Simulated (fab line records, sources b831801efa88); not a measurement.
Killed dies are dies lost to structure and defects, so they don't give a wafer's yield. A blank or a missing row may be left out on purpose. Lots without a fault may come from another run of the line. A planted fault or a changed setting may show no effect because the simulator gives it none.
Chamber matching | flow sky130 | SKY_NWELL_CLEAN_00 on wet_bench-04: 4 sister chambers
The step cleans in SC1/SC2, time 150 s. 14 wafers are shown with their chamber, then 7 later ones without.

WAFERS WITH THEIR CHAMBER
wafer  | chamber | bath_guard_temp_C (C) | bath_heat_duty_pct (%)
L902.3 | 0       | 69.6                  | 12.6
L902.4 | 0       | 69.3                  | 12.7
L902.6 | 0       | 69.7                  | 12.9
L904.1 | 2       | 69.8                  | 14.2
L904.3 | 2       | 69.6                  | 14.8
L904.6 | 2       | 69.4                  | 14.3
L905.1 | 3       | 71.0                  | 12.7
L905.2 | 3       | 70.4                  | 13.4
L905.3 | 3       | 70.4                  | 12.3
L914.1 | 1       | 70.1                  | 13.4
L914.2 | 1       | 70.0                  | 14.9
L914.4 | 1       | 70.0                  | 14.4
L917.1 | 3       | 70.8                  | 12.5
L917.3 | 3       | 70.7                  | 13.7

SIGNATURES (means of the wafers above)
reading            | chamber 0 | chamber 1 | chamber 2 | chamber 3 | scatter within a chamber
bath_guard_temp_C  | 69.533    | 70.033    | 69.600    | 70.660    | 0.211
bath_heat_duty_pct | 12.733    | 14.233    | 14.433    | 12.920    | 0.536
Rule: a wafer's distance from a chamber is the root of the sum, over the readings, of the square of ((its reading less the chamber's mean) divided by the reading's scatter). The wafer belongs to the nearest chamber; if the next one is less than 2 further off, it can't be placed. The scatter: the root of (the sum of the squares of (reading less its chamber's mean) over the shown wafers, divided by (wafers less chambers)).

WAFERS WITHOUT THEIR CHAMBER
wafer  | bath_guard_temp_C (C) | bath_heat_duty_pct (%)
L917.6 | 70.8                  | 14.1
L918.3 | 70.6                  | 12.4
L918.5 | 70.4                  | 12.0
L918.6 | 70.8                  | 12.4
L919.1 | 70.0                  | 15.2
L919.4 | 70.4                  | 13.9
L919.6 | 70.5                  | 14.8

WHICH CHAMBER EACH WENT THROUGH
wafer  | from the rows above          | in truth
L917.6 | can't be placed: 3 or 1      | 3
L918.3 | 3                            | 3
L918.5 | 3                            | 3
L918.6 | 3                            | 3
L919.1 | can't be placed: 1 or 2      | 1
L919.4 | can't be placed: 1 or 3      | 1
L919.6 | can't be placed: 1 or 3 or 2 | 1
Placed correctly: 3 of 7. Can't be placed from these rows: 4 (the true chamber is among the candidates in 4). Placed wrongly: 0.
